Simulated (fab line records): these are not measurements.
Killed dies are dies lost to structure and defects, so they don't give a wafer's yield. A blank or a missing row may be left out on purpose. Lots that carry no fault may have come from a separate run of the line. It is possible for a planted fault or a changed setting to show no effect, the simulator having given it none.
The same fault as seen by 2 desks -- flow sky130 -- every desk sees just its own numbers, and what lay behind them comes last

DESK OF THE TOOL OWNER: plasmaAsher-03
The tool's own readings at SKY_PWDE_STRIP_09 (strips in O2/N2): means of the sampled wafers that have a number, for each lot that ran on this tool. Marked OUT: a lot whose mean sits more than 4 standard deviations from the usual mean, which makes it out of limits; the brackets give that distance.
Columns: A = drypumpMotorCurrentA at SKY_PWDE_STRIP_09, usual 5.9 A; B = oesProductAu at SKY_PWDE_STRIP_09, usual 0.722 a.u.; C = stripTimeToEndpointS at SKY_PWDE_STRIP_09, usual 36.91 s
lot,first seen here,A,B,C
L491,day 5 16:34,6.1,0.718,36.96
L492,day 5 23:36,5.7,0.720,36.90
L494,day 6 15:36,5.7,0.959 (+54) OUT,-
L503,day 8 18:04,5.7,0.727,37.13
L505,day 9 00:20,5.4,0.720,36.92
This desk finds L494 out of limits, L494 being first, at day 6 15:36 (oesProductAu at SKY_PWDE_STRIP_09). L491, L492, L503, L505: within limits.

METROLOGY DESK
What the gauges read for every lot (on any tool): the sampled wafers with a number, averaged. Marked OUT: a lot whose mean sits more than 4 standard deviations from the usual mean, which makes it out of limits; the brackets give that distance.
Columns: A = NWELL_00_OVL at SKY_NWELL_OVL_MEAS_10, usual 0.5 nm; B = NWELL_TW at SKY_NWELL_TW_MEAS_15, usual 1820
lot,first seen here,A,B
L485,day 5 03:19,0.8,1835
L486,day 5 11:25,0.6,1809
L489,day 6 02:35,1.2,1808
L490,day 6 03:51,0.3,1813
L491,day 6 11:57,0.7,1811
L492,day 6 19:23,-0.1,1811
L493,day 7 05:48,-0.0,1791
L494,day 7 10:20,0.5,909 (-48) OUT
L502,day 9 10:33,0.6,1834
L503,day 9 15:37,1.1,1833
L504,day 9 17:45,1.2,1838
L505,day 9 22:06,-0.3,1839
L506,day 10 04:42,-0.9,1803
This desk finds L494 out of limits, with the earliest case on L494 at day 7 10:55 (NWELL_TW at SKY_NWELL_TW_MEAS_15). L485, L486, L489, L490, L491, L492, L493, L502, L503, L504, L505, L506: within limits.

PUT TOGETHER
The tool owner's desk could have raised an alarm at day 6 15:36, on L494.
Metrology desk: alarm possible at day 7 10:55 on L494.
Every lot named ran SKY_PWDE_STRIP_09 on plasmaAsher-03.

WHAT THE SIMULATOR PUT IN
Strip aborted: plasmaAsher-03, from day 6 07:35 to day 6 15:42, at SKY_PWDE_STRIP_09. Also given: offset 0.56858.
Struck lots among those shown: L494.
Delay (hours) between the fault's onset and each desk's first out-of-limits reading: 8 at the tool owner's desk, 27 at the metrology desk.
